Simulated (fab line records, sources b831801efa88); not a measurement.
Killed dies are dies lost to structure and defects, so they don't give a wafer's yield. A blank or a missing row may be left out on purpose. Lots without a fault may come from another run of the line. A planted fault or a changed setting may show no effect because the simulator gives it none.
A struck lot beside a sound one | flow sky130 | 14 steps out of a route of 708
Sound: wafers L139.1, L139.4, L139.6. Struck: wafers L130.2, L130.3, L130.4. The cause comes at the end.
At each step with rows: each side's tool, then ch and its chambers, then its first start. Under that, the readings that differ: sound wafers | struck wafers | difference of the means | sigmas: that difference in standard deviations of wafers without a fault.
alike: readings whose means differ by less than 2 such deviations, and words and numbers that are the same on both sides. not compared: withheld readings, readings that some wafer has no value for, bounds like >300 that may hide the same value, and numbers for which the record gives no deviation and whose values overlap.
The two part at a step that has a row with sigmas, a row that says differs or no value, or rows on one side only. Numbers that don't overlap but have no deviation are shown without sigmas and don't part them. A reading that every wafer of one side lacks parts them only if that side has two wafers or more.

first, 6 steps without rows for these wafers: SKY_METAL3_COAT_07 (resist thk 60 nm); SKY_METAL3_COAT_08 (resist thk 1140 nm); SKY_METAL3_SOFTBAKE_09 (time 90 s); SKY_METAL3_EXPOSE_10 (exposes mask MM3, target cd 300 nm); SKY_METAL3_PEB_11; SKY_METAL3_DEVELOP_12 (develop time 60 s).
SKY_METAL3_CD_MEAS_13: target cd 300 nm.
  sound on cd_sem-01, day 44 03:51; struck on cd_sem-02, day 41 12:12
  reading    | sound             | struck            | difference | sigmas
  cd_nm (nm) | 299.2 298.9 299.1 | 301.3 302.3 303.0 | +3.1       | +2
SKY_METAL3_OVL_MEAS_14:
  sound on overlay-01, day 44 03:58; struck on overlay-01, day 41 12:19
  alike: METAL3_OVL
SKY_METAL3_DESCUM_15: chemistry O2, time 8 s.
  sound on rie_metal-04 ch 0,1, day 44 04:01; struck on rie_metal-01 ch 0,1, day 41 12:20
  alike: drypump_motor_current_A, oes_product_au, rf_fwd_power_W
  not compared: rf_hours_counter_h
SKY_METAL3_ETCH_16: etches BARC in N2/H2, stops on SiO2, time 88.2 s, target depth 60 nm.
  sound on rie_metal-04 ch 0,1, day 44 04:02; struck on rie_metal-01 ch 0,1, day 41 12:22
  reading               | sound             | struck            | difference | sigmas
  oes_product_au (a.u.) | 0.629 0.627 0.638 | 0.623 0.620 0.616 | -0.012     | -2
  alike: drypump_motor_current_A, rf_fwd_power_W, throttle_valve_pct
  not compared: rf_hours_counter_h
SKY_METAL3_ETCH_17: etches SiO2 in C4F8/O2/Ar, stops on TiN, time 3.9 s, target depth 15 nm.
  sound on rie_diel-02 ch 0,1,2, day 44 04:08; struck on rie_diel-01 ch 0,2, day 41 12:28
  alike: oes_product_au, rf_fwd_power_W
SKY_METAL3_METAL_ETCH_18: etches the open film in Cl2/BCl3, stops on SiO2, target depth 845 nm, time 183.1 s.
  sound on rie_metal-01 ch 0,1, day 44 04:10; struck on rie_metal-03 ch 0,1, day 41 12:29
  alike: drypump_motor_current_A, oes_product_au, rf_fwd_power_W, throttle_valve_pct
  not compared: rf_hours_counter_h
SKY_METAL3_STRIP_19: strips in O2/N2.
  sound on plasma_asher-04 ch 0,1, day 44 04:20; struck on plasma_asher-02 ch 0,1, day 41 12:40
  no value came back on the struck wafers for chamber_pressure_mTorr (mTorr), drypump_motor_current_A (A), oes_product_au (a.u.), strip_time_to_endpoint_s (s); on the sound wafers chamber_pressure_mTorr (mTorr) reads 1498.6 1502.8 1499.9
  reading                                       | sound | struck            | difference | sigmas
  model.KrF-thick_of_METAL3_COAT_08.thk_nm (nm) | 0 0 0 | 522.5 522.3 528.2 | +524.3     |
  not compared: rf_hours_counter_h
then, 1 step without rows for these wafers: SKY_METAL3_STRIP_20 (strips in post etch residue remover, time 1200 s).

WHERE THEY PART
First at SKY_METAL3_CD_MEAS_13; last, within this record, at SKY_METAL3_STRIP_19.

WHY: what the simulator had put in
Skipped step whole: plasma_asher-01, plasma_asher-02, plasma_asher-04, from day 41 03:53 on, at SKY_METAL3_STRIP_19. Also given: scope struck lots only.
